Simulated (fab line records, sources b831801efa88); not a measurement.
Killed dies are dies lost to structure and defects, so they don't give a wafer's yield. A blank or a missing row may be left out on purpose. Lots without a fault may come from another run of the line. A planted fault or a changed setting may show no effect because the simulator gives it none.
Which tool did it? | flow sky130 | 11 lots, 33 wafers sampled, at 6 steps of a route of 708

WHAT THE GAUGES READ, wafer by wafer
The record holds no reading of a measuring or inspecting step that can be judged against a usual standard deviation.

WHICH TOOL RAN EACH LOT (tool, then ch and the chambers of the sampled wafers, then the start)
lot  | SKY_POLY_GATE_ETCH_16              | SKY_POLY_GATE_STRIP_18               | SKY_METAL3_SPUTTER_04        | SKY_VIA3_STRIP_16                    | SKY_PASSIVATION_CVD_00          | SKY_PAD_OPEN_PROBE_99
L732 | rie_diel-02 ch 0,1, day 16 03:35   | plasma_asher-01 ch 0,1, day 16 03:44 | pvd_sputter-04, day 36 04:39 | plasma_asher-04 ch 0,1, day 39 11:15 | pecvd-01 ch 0,2, day 43 19:52   | -
L733 | rie_diel-02 ch 0,1,3, day 16 15:44 | plasma_asher-02 ch 0,1, day 16 15:53 | pvd_sputter-03, day 36 12:55 | plasma_asher-04 ch 0,1, day 39 20:09 | pecvd-03 ch 0,2, day 43 23:50   | -
L734 | rie_diel-04 ch 1,2,3, day 17 02:44 | plasma_asher-02 ch 0,1, day 17 02:53 | pvd_sputter-02, day 36 23:55 | plasma_asher-04 ch 0,1, day 40 06:11 | pecvd-02 ch 0,1,2, day 44 08:47 | -
L735 | rie_diel-04 ch 2,3, day 17 10:56   | plasma_asher-02 ch 0,1, day 17 11:05 | pvd_sputter-03, day 37 08:15 | plasma_asher-03 ch 0,1, day 40 14:33 | pecvd-03 ch 0,1,2, day 44 17:40 | -
L740 | rie_diel-04 ch 1,2,3, day 19 15:25 | plasma_asher-04 ch 0,1, day 19 15:34 | pvd_sputter-02, day 39 02:01 | plasma_asher-04 ch 0,1, day 42 05:42 | pecvd-03 ch 1,2, day 46 04:03   | -
L741 | rie_diel-02 ch 1,2, day 19 21:23   | plasma_asher-04 ch 0,1, day 19 21:32 | pvd_sputter-03, day 39 07:45 | plasma_asher-04 ch 0,1, day 42 11:02 | pecvd-03 ch 0,1,2, day 46 08:02 | -
L743 | rie_diel-04 ch 0,1,3, day 20 16:44 | plasma_asher-02 ch 0,1, day 20 16:53 | pvd_sputter-03, day 40 00:44 | plasma_asher-04 ch 0,1, day 43 02:44 | pecvd-03 ch 0,1, day 46 23:23   | -
L745 | rie_diel-04 ch 0,2,3, day 21 11:02 | plasma_asher-04 ch 0,1, day 21 11:13 | pvd_sputter-04, day 40 12:47 | plasma_asher-01 ch 0,1, day 43 13:17 | pecvd-03 ch 0,1, day 47 07:32   | prober-01, day 48 23:32
L747 | rie_diel-02 ch 0,2,3, day 21 18:50 | plasma_asher-04 ch 0,1, day 21 18:59 | pvd_sputter-03, day 40 17:29 | plasma_asher-01 ch 0, day 43 18:09   | pecvd-03 ch 1,2, day 47 11:14   | -
L754 | rie_diel-02 ch 1,2,3, day 24 12:19 | plasma_asher-01 ch 0,1, day 24 12:28 | -                            | -                                    | -                               | prober-02, day 50 20:34
L755 | rie_diel-04 ch 3, day 24 20:27     | plasma_asher-01 ch 0,1, day 24 20:39 | -                            | -                                    | -                               | prober-01, day 50 22:19
- SKY_POLY_GATE_ETCH_16: etches Si3N4 in CH3F/O2, stops on poly-Si, time 147.5 s, target depth 75 nm.
- SKY_POLY_GATE_STRIP_18: strips in O2/N2.
- SKY_METAL3_SPUTTER_04: material TiN, target thk 70 nm, time 58.3 s.
- SKY_VIA3_STRIP_16: strips in O2/N2.
- SKY_PASSIVATION_CVD_00: deposits SiO2, target thk 90 nm.
- SKY_PAD_OPEN_PROBE_99

WHAT THE TOOLS THEMSELVES READ (means of the sampled wafers that have a number; where no wafer has one, the mark that the record gives instead)
SKY_POLY_GATE_ETCH_16.
lot  | tool        | O2_flow_sccm (sccm) | bias_w (W) | chamber_pressure_mTorr (mTorr) | drypump_motor_current_A (A) | oes_product_au (a.u.) | throttle_valve_pct (%)
L732 | rie_diel-02 | 29.87               | 80.11      | 24.994                         | 5.8                         | 0.641                 | 10.538
L733 | rie_diel-02 | 29.97               | 79.72      | 25.006                         | 5.7                         | 0.641                 | 10.529
L734 | rie_diel-04 | 30.06               | 79.86      | 25.013                         | 6.2                         | 0.637                 | 10.539
L735 | rie_diel-04 | 29.97               | 80.13      | 25.010                         | 6.5                         | 0.638                 | 10.531
L740 | rie_diel-04 | 30.01               | 79.92      | 24.995                         | 6.2                         | 0.641                 | 10.533
L741 | rie_diel-02 | 29.96               | 79.96      | 25.010                         | 5.8                         | 0.645                 | 10.534
L743 | rie_diel-04 | 30.04               | 79.87      | 24.996                         | 6.3                         | 0.639                 | 10.541
L745 | rie_diel-04 | 30.00               | 79.88      | 24.989                         | 6.3                         | 0.641                 | 10.542
L747 | rie_diel-02 | 29.93               | 80.29      | 24.993                         | 5.9                         | 0.641                 | 10.533
L754 | rie_diel-02 | -                   | -          | -                              | -                           | -                     | -
L755 | rie_diel-04 | -                   | -          | -                              | -                           | -                     | -

SKY_POLY_GATE_STRIP_18.
lot  | tool            | chamber_pressure_mTorr (mTorr) | drypump_motor_current_A (A) | oes_product_au (a.u.) | strip_time_to_endpoint_s (s)
L732 | plasma_asher-01 | 1500.5                         | 6.4                         | 0.360                 | 3.163
L733 | plasma_asher-02 | 1500.1                         | 5.8                         | 0.363                 | 3.156
L734 | plasma_asher-02 | 1498.9                         | 6.0                         | 0.358                 | 3.144
L735 | plasma_asher-02 | 1501.5                         | 6.0                         | 0.363                 | 3.170
L740 | plasma_asher-04 | 1499.3                         | 5.5                         | 0.361                 | 3.185
L741 | plasma_asher-04 | 1498.9                         | 5.7                         | 0.358                 | 3.147
L743 | plasma_asher-02 | 1499.0                         | 6.0                         | 0.359                 | 3.170
L745 | plasma_asher-04 | 1500.3                         | 5.5                         | 0.364                 | 3.204
L747 | plasma_asher-04 | 1499.4                         | 5.7                         | 0.362                 | 3.202
L754 | plasma_asher-01 | 1501.0                         | 6.4                         | 0.411                 | 4.338
L755 | plasma_asher-01 | 1500.0                         | 6.2                         | 0.412                 | 4.352

SKY_METAL3_SPUTTER_04.
lot  | tool           | throttle_valve_pct (%)
L732 | pvd_sputter-04 | 30.0
L733 | pvd_sputter-03 | 29.5
L734 | pvd_sputter-02 | 29.2
L735 | pvd_sputter-03 | 29.6
L740 | pvd_sputter-02 | 29.8
L741 | pvd_sputter-03 | 29.4
L743 | pvd_sputter-03 | 29.6
L745 | pvd_sputter-04 | 30.9
L747 | pvd_sputter-03 | 29.6

SKY_VIA3_STRIP_16.
lot  | tool            | chamber_pressure_mTorr (mTorr) | drypump_motor_current_A (A) | oes_product_au (a.u.) | strip_time_to_endpoint_s (s)
L732 | plasma_asher-04 | 1500                           | 5.5                         | 0.404                 | 4.144
L733 | plasma_asher-04 | 1501                           | 5.5                         | 0.401                 | 4.157
L734 | plasma_asher-04 | 1501                           | 5.5                         | 0.401                 | 4.129
L735 | plasma_asher-03 | 1499                           | 5.5                         | 0.402                 | 4.180
L740 | plasma_asher-04 | 1500                           | 5.5                         | 0.394                 | 4.140
L741 | plasma_asher-04 | 1500                           | 5.5                         | 0.400                 | 4.163
L743 | plasma_asher-04 | 1499                           | 5.7                         | 0.408                 | 4.150
L745 | plasma_asher-01 | 1499                           | 6.3                         | 0.409                 | 4.145
L747 | plasma_asher-01 | 1500                           | 6.6                         | 0.400                 | 4.125

SKY_PASSIVATION_CVD_00.
lot  | tool     | heater_power_w (W)
L732 | pecvd-01 | 636
L733 | pecvd-03 | 635
L734 | pecvd-02 | 627
L735 | pecvd-03 | 637
L740 | pecvd-03 | 573
L741 | pecvd-03 | 643
L743 | pecvd-03 | 648
L745 | pecvd-03 | 688
L747 | pecvd-03 | 606

SKY_PAD_OPEN_PROBE_99.
lot  | tool      | killed_at_M0_to_M3 | killed_at_M4_up | killed_at_contacts | killed_at_front_end | killed_at_other | killed_dies | killed_on_rim | killed_open | killed_short
L745 | prober-01 | 37                 | 2.3             | 28                 | 12                  | 0.0             | 79          | 17            | 43          | 36
L754 | prober-02 | 51                 | 6.3             | 30                 | 404                 | 0.3             | 492         | 96            | 58          | 40
L755 | prober-01 | 41                 | 1.7             | 23                 | 426                 | 0.3             | 492         | 96            | 46          | 36

THE ANSWER, worked out from the rows above alone
Rule: what is usual is taken from the lots themselves. Put in order of their means at a reading, lots are off if they are a third of the lots or fewer, leave a main group of 4 or more, and stand apart from it by a gap of 3 or more times the standard deviation of the main group's means; of several such gaps the widest counts. A main group whose means are all the same, to the digits that the tables above print for the reading, isn't used. A lot without any number at a reading at which 4 lots or more have one is off too. The other lots that the step has rows for count as sound. The gauges are gone through in route order, then the tools' own readings, and for those a lot's mean is taken as printed above. The first step at which some lot is off is used, and at that step the reading that is off furthest; a lot without a number counts as furthest.
Off: L754, L755, at SKY_POLY_GATE_ETCH_16 (O2_flow_sccm). Without a number there: L754, L755. The main group: mean 29.98 sccm, standard deviation 0.054.
A tool fits if, at that step or a process step before it, it ran every lot that is off, and no sound lot after the first of them. None of those tried fits.

WHAT THE SIMULATOR HAD PUT IN
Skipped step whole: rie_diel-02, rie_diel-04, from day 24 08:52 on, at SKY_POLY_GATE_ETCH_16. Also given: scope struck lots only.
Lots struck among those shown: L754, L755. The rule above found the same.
